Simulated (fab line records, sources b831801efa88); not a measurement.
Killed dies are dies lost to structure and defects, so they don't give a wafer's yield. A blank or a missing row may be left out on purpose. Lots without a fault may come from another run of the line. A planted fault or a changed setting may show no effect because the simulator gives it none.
Which tool did it? | flow sky130 | 13 lots, 39 wafers sampled, at 1 step of a route of 708

WHAT THE GAUGES READ, wafer by wafer
SKY_VT_ADJUST_HVTP_OVL_MEAS_08.
lot  | measured     | on         | VT_ADJUST_HVTP_OVL (nm)
L984 | day 6 20:40  | overlay-02 | -0.8 0.5 -3.0
L985 | day 6 22:07  | overlay-01 | -1.2 0.0 -1.9
L987 | day 7 12:14  | overlay-02 | -0.4 -0.8 -0.3
L988 | day 7 18:34  | overlay-02 | -2.1 -2.3 -1.6
L991 | day 8 12:46  | overlay-01 | 2.0 0.7 -0.2
L992 | day 8 16:10  | overlay-01 | -1.8 -2.1 -0.2
L993 | day 9 00:34  | overlay-02 | -3.1 -2.5 -2.8
L995 | day 9 13:29  | overlay-02 | -2.4 -2.5 -0.3
L997 | day 10 07:25 | overlay-02 | -2.0 -0.2 -0.7
L998 | day 10 13:46 | overlay-01 | -0.6 0.5 0.3
L101 | day 11 04:49 | overlay-02 | -3.6 -2.0 -3.8
L102 | day 11 08:39 | overlay-02 | 0.3 -1.8 -1.0
L104 | day 12 11:22 | overlay-02 | -0.2 -1.8 -2.1

WHICH TOOL RAN EACH LOT (tool, then ch and the chambers of the sampled wafers, then the start)
The record holds no process step before these readings.

WHAT THE TOOLS THEMSELVES READ (means of the sampled wafers that have a number; where no wafer has one, the mark that the record gives instead)
The record holds no such reading with a usual standard deviation.

THE ANSWER, worked out from the rows above alone
Rule: what is usual is taken from the lots themselves. Put in order of their means at a reading, lots are off if they are a third of the lots or fewer, leave a main group of 4 or more, and stand apart from it by a gap of 3 or more times the standard deviation of the main group's means; of several such gaps the widest counts. A main group whose means are all the same, to the digits that the tables above print for the reading, isn't used. A lot without any number at a reading at which 4 lots or more have one is off too. The other lots that the step has rows for count as sound. The gauges are gone through in route order, then the tools' own readings, and for those a lot's mean is taken as printed above. The first step at which some lot is off is used, and at that step the reading that is off furthest; a lot without a number counts as furthest.
No lot is off at any reading shown: from this, nothing can be told.

WHAT THE SIMULATOR HAD PUT IN
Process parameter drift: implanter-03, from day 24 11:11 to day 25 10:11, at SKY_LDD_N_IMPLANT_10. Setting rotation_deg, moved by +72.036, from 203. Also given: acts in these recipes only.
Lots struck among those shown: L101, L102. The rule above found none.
